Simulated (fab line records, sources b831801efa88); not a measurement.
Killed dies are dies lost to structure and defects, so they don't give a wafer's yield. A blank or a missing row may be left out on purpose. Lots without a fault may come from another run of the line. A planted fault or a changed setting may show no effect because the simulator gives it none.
Problem report in the 8D (eight disciplines) form, filled by code | flow sky130 | the parts of the form that need people (team, actions taken, sign-off) are left out

1. THE PROBLEM
oes_product_au at SKY_GATE_OXIDE_STRIP_13 reads a mean of 0.945 a.u. on 3 wafers of 1 lot; wafers without a fault read 0.715 a.u. with a standard deviation of 0.0041. That is +56 standard deviations from the usual mean.
The step: strips in O2/N2.
First seen on wafer L144.1, day 20 09:04, on plasma_asher-01. The record holds 39 wafers of 13 lots with a number at this step. Rule for "out", or "out of limits": more than 4 standard deviations from the usual mean. The other wafers with a number count as sound.

2. WHAT IT IS AND WHAT IT IS NOT
question                    | is                     | is not
which readings at this step | oes_product_au         | drypump_motor_current_A
which lots                  | L144                   | L130, L131, L132, L134, L135, L136, L137, L138, L139, L149, L150, L152
which wafers of those lots  | all that have a number | -
read on which tools         | plasma_asher-01        | plasma_asher-02, plasma_asher-03
when                        | from day 20 09:04      | up to then (27 sound wafers); but 9 sound wafers of L149, L150, L152 came after

3. SUSPECTS, AND WHAT RULES EACH OUT
Counting: a tool at a process step up to the reading stays a suspect if it ran every lot that is out and no sound lot after the first of them.
- plasma_asher-01 at SKY_GATE_OXIDE_STRIP_13 (strips in O2/N2): ruled out as a lasting fault. Sound lots L152 ran on it after its first lot that is out, L144 (day 20 09:04).
Left after counting: nothing in the record.

4. THE CAUSE (what the simulator had put in)
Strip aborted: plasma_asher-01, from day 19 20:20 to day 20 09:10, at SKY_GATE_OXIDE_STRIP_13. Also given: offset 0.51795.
Counting ruled it out, wrongly.

5. THE CHAIN OF EFFECTS, in route order
Each row: a reading whose mean over the struck wafers that have a number lies more than 3 standard deviations from the usual. Only readings for which the record gives a usual standard deviation are gone through. hours: the time from each lot's start at the first step in this table that gives one to its start at this step, as a median over the lots. sigmas: the change in usual standard deviations.
hours | step                    | reading             | usual      | on struck wafers | change | sigmas
0     | SKY_GATE_OXIDE_STRIP_13 | oes_product_au      | 0.715 a.u. | 0.945            | +0.230 | +56
720   | SKY_PAD_OPEN_PROBE_99   | killed_at_front_end | 15         | 419              | +404   | +92
720   | SKY_PAD_OPEN_PROBE_99   | killed_dies         | 88         | 492              | +404   | +40
720   | SKY_PAD_OPEN_PROBE_99   | killed_on_rim       | 17         | 96               | +79    | +22
The process steps in it:
- SKY_GATE_OXIDE_STRIP_13: strips in O2/N2.
- SKY_PAD_OPEN_PROBE_99
Readings that are blank on the struck wafers while sound wafers have them: strip_time_to_endpoint_s at SKY_GATE_OXIDE_STRIP_13.

6. WHAT WOULD HAVE CAUGHT IT SOONER
In this record the first reading out of limits was taken at day 20 09:04, 13 hours after the fault began at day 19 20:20.
